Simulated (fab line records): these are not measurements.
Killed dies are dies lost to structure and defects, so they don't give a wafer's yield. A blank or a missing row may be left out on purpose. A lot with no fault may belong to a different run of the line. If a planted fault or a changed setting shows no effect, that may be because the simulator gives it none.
A lot that was struck, set against a sound lot | flow sky130 | 16 out of 708 route steps
Sound: wafers L212.1, L212.5, L212.6. Struck: wafers L217.1, L217.4, L217.6. The cause comes at the end.
Each step with rows lists, per side, the tool, then ch with its chambers, then its first start. Under that, the readings that differ: sound wafers | struck wafers | difference of the means | sigmas: that difference in standard deviations of wafers without a fault.
alike: readings whose means differ by less than 2 such deviations, and words and numbers that are the same on both sides. not compared: withheld readings, readings that some wafer has no value for, bounds like >300 that may hide the same value, and numbers for which the record gives no deviation and whose values overlap.
A row with sigmas, a row that says differs or no value, or rows on one side alone: a step with any of these is where the two part. When numbers do not overlap yet have no deviation, they are printed without sigmas and do not part them. A reading that every wafer of one side lacks parts them only if that side has two wafers or more.

SKY_LDD_HVP_STRIP_09: strips in O2/N2.
  sound on plasma-asher-02 ch 0,1, day 24 17:22; struck on plasma-asher-01 ch 0,1, day 26 18:46
  reading                      | sound             | struck            | difference | sigmas
  strip-time-to-endpoint-s (s) | 4.123 4.120 4.113 | 4.150 4.139 4.153 | +0.029     | +2
  alike: drypump-motor-current-A, oes-product-au
  not compared: rf-hours-counter-h
SKY_LDD_HVP_TW_MEAS_10:
  sound: film-metro-02 at day 24 17:28; struck: film-metro-01 at day 26 18:52
  reading    | sound             | struck            | difference | sigmas
  LDD_HVP_TW | 460.8 459.6 458.9 | 465.2 464.6 466.0 | +5.5       | +3
then, 7 steps without rows for these wafers: SKY_LDD_LDN_DEHYDRATE_00 (time 60 s); SKY_LDD_LDN_HMDS_01 (prime time 60 s); SKY_LDD_LDN_COAT_02 (resist thk 1140 nm); SKY_LDD_LDN_SOFTBAKE_03 (time 60 s); SKY_LDD_LDN_EXPOSE_04 (exposes mask LDNTM, target cd 700 nm); SKY_LDD_LDN_PEB_05; SKY_LDD_LDN_DEVELOP_06 (develop time 60 s).
SKY_LDD_LDN_OVL_MEAS_07:
  sound: overlay-01 at day 25 23:21; struck: overlay-01 at day 27 22:51
  alike: LDD_LDN_OVL
then, 2 steps without rows for these wafers: SKY_LDD_LDN_IMPLANT_08; SKY_LDD_LDN_IMPLANT_09.
SKY_LDD_LDN_IMPLANT_10:
  struck on implanter-01, day 27 23:11; sound on implanter-01 ch 0, day 25 23:41
  no value came back on the struck wafers for beam-energy-keV, beam-on-s (s), faraday-current-uA; on the sound wafers beam-energy-keV reads 15.005 15.000 14.997
next, for these wafers, 1 step has no rows: SKY_LDD_LDN_IMPLANT_11.
SKY_LDD_LDN_STRIP_12: strips in O2/N2.
  sound on plasma-asher-01 ch 0,1, day 25 23:59; struck on plasma-asher-04 ch 0,1, day 27 23:29
  alike: drypump-motor-current-A, oes-product-au, strip-time-to-endpoint-s
  not compared: rf-hours-counter-h
SKY_LDD_LDN_TW_MEAS_13:
  sound: film-metro-04 at day 26 00:05; struck: film-metro-03 at day 27 23:53
  reading    | sound          | struck         | difference | sigmas
  LDD_LDN_TW | 1481 1483 1475 | 1360 1353 1354 | -124       | -15
  not compared: hold

WHERE THEY PART
At SKY_LDD_HVP_STRIP_09 first; at SKY_LDD_LDN_TW_MEAS_13 last (within this record only).

WHY: whatever the simulator had introduced
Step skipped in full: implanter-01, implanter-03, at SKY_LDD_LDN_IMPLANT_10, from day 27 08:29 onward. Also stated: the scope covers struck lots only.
